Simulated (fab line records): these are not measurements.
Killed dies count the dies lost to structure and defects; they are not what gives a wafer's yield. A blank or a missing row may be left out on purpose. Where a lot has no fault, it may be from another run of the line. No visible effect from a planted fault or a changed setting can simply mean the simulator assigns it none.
Which tool did it? / flow sky130 / Sampling: 12 lots, 33 wafers, 6 of 708 route steps

WHAT THE GAUGES SHOWED, per wafer
SKY_FIELD_ISO_THK_MEAS_02. Usual: FIELD_ISO_OXIDATION_00_THK typically reads 11.99 nm, with standard deviation 0.25.
lot=L673; measured=day 1 16:15; on=film-metro-03; FIELD_ISO_OXIDATION_00_THK (nm)=12.53 12.40 12.18; flag=
lot=L676; measured=day 2 02:38; on=film-metro-03; FIELD_ISO_OXIDATION_00_THK (nm)=11.72 11.96 12.04; flag=
lot=L677; measured=day 2 08:29; on=film-metro-03; FIELD_ISO_OXIDATION_00_THK (nm)=12.15 12.11 12.09; flag=
lot=L679; measured=day 2 22:03; on=film-metro-03; FIELD_ISO_OXIDATION_00_THK (nm)=12.03 11.94 12.14; flag=
lot=L680; measured=day 3 00:28; on=film-metro-03; FIELD_ISO_OXIDATION_00_THK (nm)=12.13 12.03 12.05; flag=
lot=L684; measured=day 3 18:38; on=film-metro-01; FIELD_ISO_OXIDATION_00_THK (nm)=11.87 11.93; flag=
lot=L687; measured=day 4 10:49; on=film-metro-04; FIELD_ISO_OXIDATION_00_THK (nm)=11.91 11.87; flag=
lot=L688; measured=day 4 15:59; on=film-metro-03; FIELD_ISO_OXIDATION_00_THK (nm)=12.36 12.26; flag=
lot=L689; measured=day 4 19:38; on=film-metro-04; FIELD_ISO_OXIDATION_00_THK (nm)=12.26 12.48 12.53; flag=
lot=L692; measured=day 5 11:43; on=film-metro-03; FIELD_ISO_OXIDATION_00_THK (nm)=12.14 12.21 12.28; flag=
lot=L694; measured=day 5 21:10; on=film-metro-03; FIELD_ISO_OXIDATION_00_THK (nm)=11.99 12.00 11.84; flag=
lot=L696; measured=day 6 09:55; on=film-metro-01; FIELD_ISO_OXIDATION_00_THK (nm)=11.94 11.90 11.85; flag=

SKY_FIELD_ISO_THK_MEAS_23. Usual: FIELD_ISO_OXIDATION_01_THK typically reads 10.06 nm, with standard deviation 0.21.
lot=L673; measured=day 2 05:48; on=film-metro-03; FIELD_ISO_OXIDATION_01_THK (nm)=10.42 10.33 10.49; flag=
lot=L676; measured=day 2 12:33; on=film-metro-03; FIELD_ISO_OXIDATION_01_THK (nm)=10.13 9.83 9.95; flag=
lot=L677; measured=day 2 15:26; on=film-metro-01; FIELD_ISO_OXIDATION_01_THK (nm)=9.99 10.02 10.04; flag=
lot=L679; measured=day 3 17:41; on=film-metro-03; FIELD_ISO_OXIDATION_01_THK (nm)=10.21 10.32 10.18; flag=
lot=L680; measured=day 3 21:22; on=film-metro-01; FIELD_ISO_OXIDATION_01_THK (nm)=10.22 10.19 10.27; flag=
lot=L684; measured=day 4 17:10; on=film-metro-03; FIELD_ISO_OXIDATION_01_THK (nm)=10.00 10.04; flag=
lot=L687; measured=day 5 08:31; on=film-metro-03; FIELD_ISO_OXIDATION_01_THK (nm)=10.30 10.46; flag=
lot=L688; measured=day 5 14:14; on=film-metro-04; FIELD_ISO_OXIDATION_01_THK (nm)=10.23 10.14; flag=
lot=L689; measured=day 5 19:39; on=film-metro-04; FIELD_ISO_OXIDATION_01_THK (nm)=9.82 9.88 10.02; flag=
lot=L692; measured=day 6 12:36; on=film-metro-01; FIELD_ISO_OXIDATION_01_THK (nm)=9.89 9.79 9.74; flag=
lot=L694; measured=day 7 02:28; on=film-metro-01; FIELD_ISO_OXIDATION_01_THK (nm)=9.63 9.51 9.67; flag=
lot=L696; measured=day 7 16:32; on=film-metro-03; FIELD_ISO_OXIDATION_01_THK (nm)=9.80 9.69 9.95; flag=

SKY_PWDE_TW_MEAS_10. Usual: PWDE_TW typically reads 375, with standard deviation 3.2.
lot=L673; measured=day 2 18:18; on=film-metro-03; PWDE_TW=372 373 372; flag=
lot=L676; measured=day 4 08:16; on=film-metro-01; PWDE_TW=375 372 372; flag=
lot=L677; measured=day 4 09:16; on=film-metro-02; PWDE_TW=380 382 382; flag=
lot=L679; measured=day 5 08:15; on=film-metro-01; PWDE_TW=374 374 374; flag=
lot=L680; measured=day 5 12:57; on=film-metro-01; PWDE_TW=375 375 375; flag=
lot=L684; measured=day 6 12:28; on=film-metro-01; PWDE_TW=417 373 416 374; flag=OFF
lot=L687; measured=day 7 03:02; on=film-metro-03; PWDE_TW=418 374 416 374; flag=OFF
lot=L688; measured=day 7 12:10; on=film-metro-01; PWDE_TW=418 372 416 373; flag=OFF
lot=L689; measured=day 7 17:08; on=film-metro-03; PWDE_TW=372 372 373; flag=
lot=L692; measured=day 8 11:00; on=film-metro-02; PWDE_TW=382 381 380; flag=
lot=L694; measured=day 9 13:24; on=film-metro-02; PWDE_TW=380 382 381; flag=
lot=L696; measured=day 9 21:23; on=film-metro-02; PWDE_TW=379 379 380; flag=

SKY_NWELL_RS_MEAS_31: uses a four-point probe to measure. Usual: PWDE_RS typically reads 5280 ohm/sq, with standard deviation 22.
lot=L673; measured=day 4 04:15; on=film-metro-03; PWDE_RS (ohm/sq)=5283 5264 5289; flag=
lot=L676; measured=day 5 21:42; on=film-metro-02; PWDE_RS (ohm/sq)=5265 5261 5295; flag=
lot=L677; measured=day 5 23:01; on=film-metro-02; PWDE_RS (ohm/sq)=5268 5272 5275; flag=
lot=L679; measured=day 6 23:03; on=film-metro-02; PWDE_RS (ohm/sq)=5295 5291 5290; flag=
lot=L680; measured=day 7 05:22; on=film-metro-03; PWDE_RS (ohm/sq)=5259 5252 5247; flag=
lot=L684; measured=day 8 04:24; on=film-metro-01; PWDE_RS (ohm/sq)=4004 5280 4001 5296; flag=OFF
lot=L687; measured=day 8 21:36; on=film-metro-02; PWDE_RS (ohm/sq)=4004 5277 3998 5274; flag=OFF
lot=L688; measured=day 9 06:52; on=film-metro-01; PWDE_RS (ohm/sq)=3998 5297 4000 5296; flag=OFF
lot=L689; measured=day 9 12:29; on=film-metro-02; PWDE_RS (ohm/sq)=5278 5291 5289; flag=
lot=L692; measured=day 10 08:56; on=film-metro-03; PWDE_RS (ohm/sq)=5256 5248 5256; flag=
lot=L694; measured=day 11 12:58; on=film-metro-03; PWDE_RS (ohm/sq)=5260 5234 5251; flag=
lot=L696; measured=day 11 22:57; on=film-metro-03; PWDE_RS (ohm/sq)=5310 5316 5306; flag=

WHICH TOOL RAN EACH LOT (tool, then ch and the chambers of the sampled wafers, then the start)
lot=L673; SKY_PWDE_IMPLANT_08=implanter-02 ch 0, day 2 18:03; SKY_NWELL_STRIP_14=plasma-asher-04 ch 0,1, day 3 10:18
lot=L676; SKY_PWDE_IMPLANT_08=implanter-04 ch 0, day 4 08:01; SKY_NWELL_STRIP_14=plasma-asher-01 ch 0,1, day 5 02:20
lot=L677; SKY_PWDE_IMPLANT_08=implanter-04 ch 0, day 4 09:02; SKY_NWELL_STRIP_14=plasma-asher-02 ch 0,1, day 5 03:20
lot=L679; SKY_PWDE_IMPLANT_08=implanter-03 ch 0, day 5 08:00; SKY_NWELL_STRIP_14=plasma-asher-01 ch 0,1, day 6 03:11
lot=L680; SKY_PWDE_IMPLANT_08=implanter-03 ch 0, day 5 12:43; SKY_NWELL_STRIP_14=plasma-asher-04 ch 0,1, day 6 08:56
lot=L684; SKY_PWDE_IMPLANT_08=implanter-03 ch 0, day 6 12:13; SKY_NWELL_STRIP_14=plasma-asher-01 ch 0, day 7 08:18
lot=L687; SKY_PWDE_IMPLANT_08=implanter-03 ch 0, day 7 02:47; SKY_NWELL_STRIP_14=plasma-asher-02 ch 0,1, day 7 23:11
lot=L688; SKY_PWDE_IMPLANT_08=implanter-03 ch 0, day 7 11:56; SKY_NWELL_STRIP_14=plasma-asher-01 ch 1, day 8 08:03
lot=L689; SKY_PWDE_IMPLANT_08=implanter-04 ch 0, day 7 16:53; SKY_NWELL_STRIP_14=plasma-asher-04 ch 1, day 8 13:03
lot=L692; SKY_PWDE_IMPLANT_08=implanter-02 ch 0, day 8 10:45; SKY_NWELL_STRIP_14=plasma-asher-02 ch 0, day 9 10:29
lot=L694; SKY_PWDE_IMPLANT_08=implanter-04 ch 0, day 9 13:10; SKY_NWELL_STRIP_14=plasma-asher-04 ch 1, day 10 11:35
lot=L696; SKY_PWDE_IMPLANT_08=implanter-02 ch 0, day 9 21:08; SKY_NWELL_STRIP_14=plasma-asher-01 ch 0, day 10 21:20
- SKY_PWDE_IMPLANT_08
- SKY_NWELL_STRIP_14: strips in O2/N2.

AS READ BY THE TOOLS THEMSELVES (means over the sampled wafers that have a number; for cases with no such wafer, the mark the record gives instead)
SKY_PWDE_IMPLANT_08. Usual: beam-on-s 9.99 s, standard deviation 0.2; faraday-current-uA 20.3, standard deviation 0.4.
lot=L673; tool=implanter-02; beam-on-s (s)=9.91; faraday-current-uA=20.5; flag=
lot=L676; tool=implanter-04; beam-on-s (s)=9.82; faraday-current-uA=20.6; flag=
lot=L677; tool=implanter-04; beam-on-s (s)=9.99; faraday-current-uA=20.3; flag=
lot=L679; tool=implanter-03; beam-on-s (s)=10.05; faraday-current-uA=20.2; flag=
lot=L680; tool=implanter-03; beam-on-s (s)=9.86; faraday-current-uA=20.5; flag=
lot=L684; tool=implanter-03; beam-on-s (s)=12.02; faraday-current-uA=17.5; flag=OFF
lot=L687; tool=implanter-03; beam-on-s (s)=12.10; faraday-current-uA=17.4; flag=OFF
lot=L688; tool=implanter-03; beam-on-s (s)=12.46; faraday-current-uA=16.6; flag=OFF
lot=L689; tool=implanter-04; beam-on-s (s)=9.96; faraday-current-uA=20.4; flag=
lot=L692; tool=implanter-02; beam-on-s (s)=9.99; faraday-current-uA=20.3; flag=
lot=L694; tool=implanter-04; beam-on-s (s)=9.92; faraday-current-uA=20.5; flag=
lot=L696; tool=implanter-02; beam-on-s (s)=10.15; faraday-current-uA=20.1; flag=

SKY_NWELL_STRIP_14. Usual: drypump-motor-current-A 5.9 A, standard deviation 0.46; oes-product-au 0.722 a.u., standard deviation 0.0049; strip-time-to-endpoint-s 36.92 s, standard deviation 0.09.
lot=L673; tool=plasma-asher-04; drypump-motor-current-A (A)=5.5; oes-product-au (a.u.)=0.725; strip-time-to-endpoint-s (s)=36.79; flag=
lot=L676; tool=plasma-asher-01; drypump-motor-current-A (A)=5.7; oes-product-au (a.u.)=0.725; strip-time-to-endpoint-s (s)=36.94; flag=
lot=L677; tool=plasma-asher-02; drypump-motor-current-A (A)=6.4; oes-product-au (a.u.)=0.720; strip-time-to-endpoint-s (s)=37.02; flag=
lot=L679; tool=plasma-asher-01; drypump-motor-current-A (A)=5.7; oes-product-au (a.u.)=0.727; strip-time-to-endpoint-s (s)=36.83; flag=
lot=L680; tool=plasma-asher-04; drypump-motor-current-A (A)=5.9; oes-product-au (a.u.)=0.722; strip-time-to-endpoint-s (s)=36.94; flag=
lot=L684; tool=plasma-asher-01; drypump-motor-current-A (A)=5.4; oes-product-au (a.u.)=0.724; strip-time-to-endpoint-s (s)=36.88; flag=
lot=L687; tool=plasma-asher-02; drypump-motor-current-A (A)=6.3; oes-product-au (a.u.)=0.721; strip-time-to-endpoint-s (s)=36.91; flag=
lot=L688; tool=plasma-asher-01; drypump-motor-current-A (A)=5.9; oes-product-au (a.u.)=0.720; strip-time-to-endpoint-s (s)=36.90; flag=
lot=L689; tool=plasma-asher-04; drypump-motor-current-A (A)=5.0; oes-product-au (a.u.)=0.721; strip-time-to-endpoint-s (s)=36.99; flag=
lot=L692; tool=plasma-asher-02; drypump-motor-current-A (A)=6.4; oes-product-au (a.u.)=0.721; strip-time-to-endpoint-s (s)=36.95; flag=
lot=L694; tool=plasma-asher-04; drypump-motor-current-A (A)=5.1; oes-product-au (a.u.)=0.729; strip-time-to-endpoint-s (s)=36.96; flag=
lot=L696; tool=plasma-asher-01; drypump-motor-current-A (A)=5.4; oes-product-au (a.u.)=0.725; strip-time-to-endpoint-s (s)=36.87; flag=

THE ANSWER, worked out from the rows above alone
Rule: a lot is off if the mean of its wafers that have a number lies more than 3 standard deviations from the usual mean. A lot without any number at a reading at which 4 lots or more have one is off too. The other lots that the step has rows for count as sound. First the gauges in route order, then the tools' own readings, where a lot's mean is used as printed above. At the first step where some lot is off, the reading lying furthest off is the one used; lots without a number count as furthest.
Off: at SKY_PWDE_TW_MEAS_10 (PWDE_TW), L684, L687, L688.
If a tool, at a process step before that reading, ran all the lots that are off and no sound lot after the first of them, it fits. Not tried: the gauges at SKY_PWDE_TW_MEAS_10; whatever is off there is also off at SKY_PWDE_IMPLANT_08, on other tools, and gauge error can't account for it. One fits: implanter-03 at SKY_PWDE_IMPLANT_08. A fault onset in the window from L680 (day 5 12:43, its last sound lot) to L684 (day 6 12:13, its first lot off) fits.
The tool's own readings at SKY_PWDE_IMPLANT_08 bear it out: on the lots that are off they differ by more than 5 times the standard deviation of the sound lots' means. beam-on-s reads 12.19 s there against 9.96 s on the sound lots; faraday-current-uA reads 17.2 there against 20.4 on the sound lots.

WHAT WAS PUT IN BY THE SIMULATOR
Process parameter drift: implanter-03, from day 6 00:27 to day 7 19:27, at SKY_PWDE_IMPLANT_08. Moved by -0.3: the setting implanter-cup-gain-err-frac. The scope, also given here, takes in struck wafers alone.
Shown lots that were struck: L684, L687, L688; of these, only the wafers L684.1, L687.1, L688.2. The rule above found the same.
